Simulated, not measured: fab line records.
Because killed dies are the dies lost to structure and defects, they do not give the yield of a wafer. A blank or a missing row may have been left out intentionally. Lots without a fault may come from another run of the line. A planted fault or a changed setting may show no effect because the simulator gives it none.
Which tool did it? + flow sky130 + 6 lots with 18 wafers sampled at 2 steps, on a route of 708 steps

WHAT THE GAUGES SHOWED, per wafer
SKY_NWELL_TW_MEAS_26.
| lot  | measured     | on            | NWELL_2_TW  |
|------|--------------|---------------|-------------|
| L289 | day 5 23:26  | film_metro-01 | 492 489 493 |
| L297 | day 7 20:07  | film_metro-02 | 490 489 490 |
| L301 | day 8 19:03  | film_metro-02 | 473 471 470 |
| L304 | day 9 13:11  | film_metro-02 | 490 493 492 |
| L306 | day 9 22:23  | film_metro-02 | 490 488 489 |
| L308 | day 10 20:05 | film_metro-04 | 506 505 504 |

TOOL THAT RAN EACH LOT (tool first, then ch and the chambers of the sampled wafers, then the start)
| lot  | SKY_NWELL_IMPLANT_24            |
|------|---------------------------------|
| L289 | implanter-03 ch 0, day 5 23:12  |
| L297 | implanter-04 ch 0, day 7 19:52  |
| L301 | implanter-03 ch 0, day 8 18:48  |
| L304 | implanter-01 ch 0, day 9 12:56  |
| L306 | implanter-04 ch 0, day 9 22:09  |
| L308 | implanter-04 ch 0, day 10 19:50 |
- SKY_NWELL_IMPLANT_24

THE ANSWER, worked out from the rows above alone
Rule: the usual values come from the lots themselves. The widest of any qualifying gaps counts: lots, ordered by their means at a reading, are off when they make up no more than a third of the lots, leave a main group of 4 or more, and stand apart from it by 3 or more times the standard deviation of that group's means. If all means in a main group match to the digits the tables above print for the reading, that group is not used. Also off: a lot with no number at a reading for which 4 or more lots have one. Any other lot the step has rows for is counted as sound.
None of the lots is off at any reading shown; this tells nothing.

WHAT THE SIMULATOR HAD PUT IN
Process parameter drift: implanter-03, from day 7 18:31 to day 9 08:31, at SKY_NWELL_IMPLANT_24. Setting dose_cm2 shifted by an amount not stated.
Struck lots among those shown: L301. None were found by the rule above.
